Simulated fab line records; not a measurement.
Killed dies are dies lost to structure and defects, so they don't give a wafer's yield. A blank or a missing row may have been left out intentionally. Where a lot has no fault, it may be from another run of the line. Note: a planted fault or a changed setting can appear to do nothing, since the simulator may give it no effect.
Check of tool commonality / flow gf180mcu / 30 wafers sampled across 10 lots

## THE REASON FOR OPENING IT
GF_PSD_TW_MEAS_11, reading PSD_TW: flagged on 2 of 10 lots. No-fault wafers: 3160, standard deviation 36.
Rule: a lot is flagged when every wafer of it that has a number lies more than 4 standard deviations from that mean, or none has a number. All remaining lots are regarded as sound.

lot=L424; measured=day 15 06:27; on=film_metro-02; PSD_TW, wafer by wafer=3164 3167 3166; flag=
lot=L429; measured=day 17 02:34; on=film_metro-01; PSD_TW, wafer by wafer=3125 3136 3124; flag=
lot=L430; measured=day 17 08:08; on=film_metro-02; PSD_TW, wafer by wafer=3181 3185 3176; flag=
lot=L432; measured=day 18 02:43; on=film_metro-01; PSD_TW, wafer by wafer=3147 3124 3136; flag=
lot=L433; measured=day 18 14:45; on=film_metro-01; PSD_TW, wafer by wafer=3143 3118 3123; flag=
lot=L434; measured=day 19 04:41; on=film_metro-02; PSD_TW, wafer by wafer=3184 3171 3173; flag=
lot=L437; measured=day 20 02:13; on=film_metro-01; PSD_TW, wafer by wafer=3112 3137 3115; flag=
lot=L442; measured=day 21 14:28; on=film_metro-01; PSD_TW, wafer by wafer=2024 2039 2029; flag=FLAGGED
lot=L443; measured=day 21 17:52; on=film_metro-04; PSD_TW, wafer by wafer=2072 2077 2089; flag=FLAGGED
lot=L444; measured=day 22 04:49; on=film_metro-04; PSD_TW, wafer by wafer=3176 3184 3197; flag=
On average the flagged lots' numbers are 2055, which is -1105 against the usual, or -31 standard deviations.

## TOOL THAT RAN EACH LOT
Before the reading, the record contains 3 process steps out of a 602-step route. Read each cell as the tool, then ch plus the chambers that the sampled wafers visited, then the start.
lot=L424; flag=; GF_HV_LDD_STRIP_22=plasma_asher-04 ch 0,1, day 11 17:10; GF_PSD_IMPLANT_09=implanter-01 ch 0, day 15 06:12; GF_PSD_STRIP_10=plasma_asher-01 ch 0,1, day 15 06:21
lot=L429; flag=; GF_HV_LDD_STRIP_22=plasma_asher-04 ch 0,1, day 13 06:53; GF_PSD_IMPLANT_09=implanter-04 ch 0, day 17 02:19; GF_PSD_STRIP_10=plasma_asher-01 ch 0,1, day 17 02:28
lot=L430; flag=; GF_HV_LDD_STRIP_22=plasma_asher-02 ch 0,1, day 13 12:52; GF_PSD_IMPLANT_09=implanter-02 ch 0, day 17 07:54; GF_PSD_STRIP_10=plasma_asher-01 ch 0,1, day 17 08:01
lot=L432; flag=; GF_HV_LDD_STRIP_22=plasma_asher-03 ch 0,1, day 14 06:26; GF_PSD_IMPLANT_09=implanter-01 ch 0, day 18 02:29; GF_PSD_STRIP_10=plasma_asher-04 ch 0,1, day 18 02:36
lot=L433; flag=; GF_HV_LDD_STRIP_22=plasma_asher-03 ch 1, day 14 17:09; GF_PSD_IMPLANT_09=implanter-01 ch 0, day 18 14:30; GF_PSD_STRIP_10=plasma_asher-02 ch 0,1, day 18 14:39
lot=L434; flag=; GF_HV_LDD_STRIP_22=plasma_asher-03 ch 0,1, day 15 05:45; GF_PSD_IMPLANT_09=implanter-01 ch 0, day 19 04:27; GF_PSD_STRIP_10=plasma_asher-04 ch 0,1, day 19 04:34
lot=L437; flag=; GF_HV_LDD_STRIP_22=plasma_asher-03 ch 0,1, day 16 00:56; GF_PSD_IMPLANT_09=implanter-02 ch 0, day 20 01:58; GF_PSD_STRIP_10=plasma_asher-01 ch 0,1, day 20 02:07
lot=L442; flag=FLAGGED; GF_HV_LDD_STRIP_22=plasma_asher-02 ch 0,1, day 17 10:25; GF_PSD_IMPLANT_09=implanter-02 ch 0, day 21 14:14; GF_PSD_STRIP_10=plasma_asher-02 ch 0,1, day 21 14:21
lot=L443; flag=FLAGGED; GF_HV_LDD_STRIP_22=plasma_asher-02 ch 0,1, day 17 14:01; GF_PSD_IMPLANT_09=implanter-02 ch 0, day 21 17:37; GF_PSD_STRIP_10=plasma_asher-04 ch 0,1, day 21 17:46
lot=L444; flag=; GF_HV_LDD_STRIP_22=plasma_asher-03 ch 0,1, day 18 00:36; GF_PSD_IMPLANT_09=implanter-01 ch 0, day 22 04:34; GF_PSD_STRIP_10=plasma_asher-02 ch 0,1, day 22 04:43
What these steps do:
- GF_HV_LDD_STRIP_22: strips in O2/N2.
- GF_PSD_IMPLANT_09
- GF_PSD_STRIP_10: strips in O2/N2.
- GF_PSD_TW_MEAS_11

## FLAGGED AGAINST TOTAL, ONE TOOL AT A TIME (gauges that did the reading follow at the end)
step=GF_HV_LDD_STRIP_22; tool=plasma_asher-02; lots run=3; flagged=2; share of the flagged lots=all; sound lots run after its first flagged lot=0
step=GF_HV_LDD_STRIP_22; tool=plasma_asher-03; lots run=5; flagged=0; share of the flagged lots=none; sound lots run after its first flagged lot=-
step=GF_HV_LDD_STRIP_22; tool=plasma_asher-04; lots run=2; flagged=0; share of the flagged lots=none; sound lots run after its first flagged lot=-
step=GF_PSD_IMPLANT_09; tool=implanter-01; lots run=5; flagged=0; share of the flagged lots=none; sound lots run after its first flagged lot=-
step=GF_PSD_IMPLANT_09; tool=implanter-02; lots run=4; flagged=2; share of the flagged lots=all; sound lots run after its first flagged lot=0
step=GF_PSD_IMPLANT_09; tool=implanter-04; lots run=1; flagged=0; share of the flagged lots=none; sound lots run after its first flagged lot=-
step=GF_PSD_STRIP_10; tool=plasma_asher-01; lots run=4; flagged=0; share of the flagged lots=none; sound lots run after its first flagged lot=-
step=GF_PSD_STRIP_10; tool=plasma_asher-02; lots run=3; flagged=1; share of the flagged lots=some; sound lots run after its first flagged lot=1 (L444)
step=GF_PSD_STRIP_10; tool=plasma_asher-04; lots run=3; flagged=1; share of the flagged lots=some; sound lots run after its first flagged lot=0
step=GF_PSD_TW_MEAS_11; tool=film_metro-01; lots run=5; flagged=1; share of the flagged lots=some; sound lots run after its first flagged lot=0
step=GF_PSD_TW_MEAS_11; tool=film_metro-02; lots run=3; flagged=0; share of the flagged lots=none; sound lots run after its first flagged lot=-
step=GF_PSD_TW_MEAS_11; tool=film_metro-04; lots run=2; flagged=1; share of the flagged lots=some; sound lots run after its first flagged lot=1 (L444)

## WHAT THE TABLE PERMITS
Every flagged lot went through 2 rows of the table: plasma_asher-02 at GF_HV_LDD_STRIP_22 and implanter-02 at GF_PSD_IMPLANT_09.
- plasma_asher-02 at GF_HV_LDD_STRIP_22: 2 of its 3 lots flagged. A fault beginning between L430 (day 13 12:52), its last sound lot, and L442 (day 17 10:25), its first flagged one, fits the data.
- implanter-02 at GF_PSD_IMPLANT_09: 2 of its 4 lots flagged. A fault beginning between L437 (day 20 01:58), its last sound lot, and L442 (day 21 14:14), its first flagged one, fits the data. Its own readings lie more than 4 standard deviations out on every wafer of the flagged lots: dose_ions_cm2, end_station_pressure_torr, faraday_current_uA.
A lot count leaves these 2 tools indistinguishable: every one of them fits a fault beginning at some hour. More lots, or a look at what each step does to the wafer, might.

## WHAT THE SIMULATOR PUT IN
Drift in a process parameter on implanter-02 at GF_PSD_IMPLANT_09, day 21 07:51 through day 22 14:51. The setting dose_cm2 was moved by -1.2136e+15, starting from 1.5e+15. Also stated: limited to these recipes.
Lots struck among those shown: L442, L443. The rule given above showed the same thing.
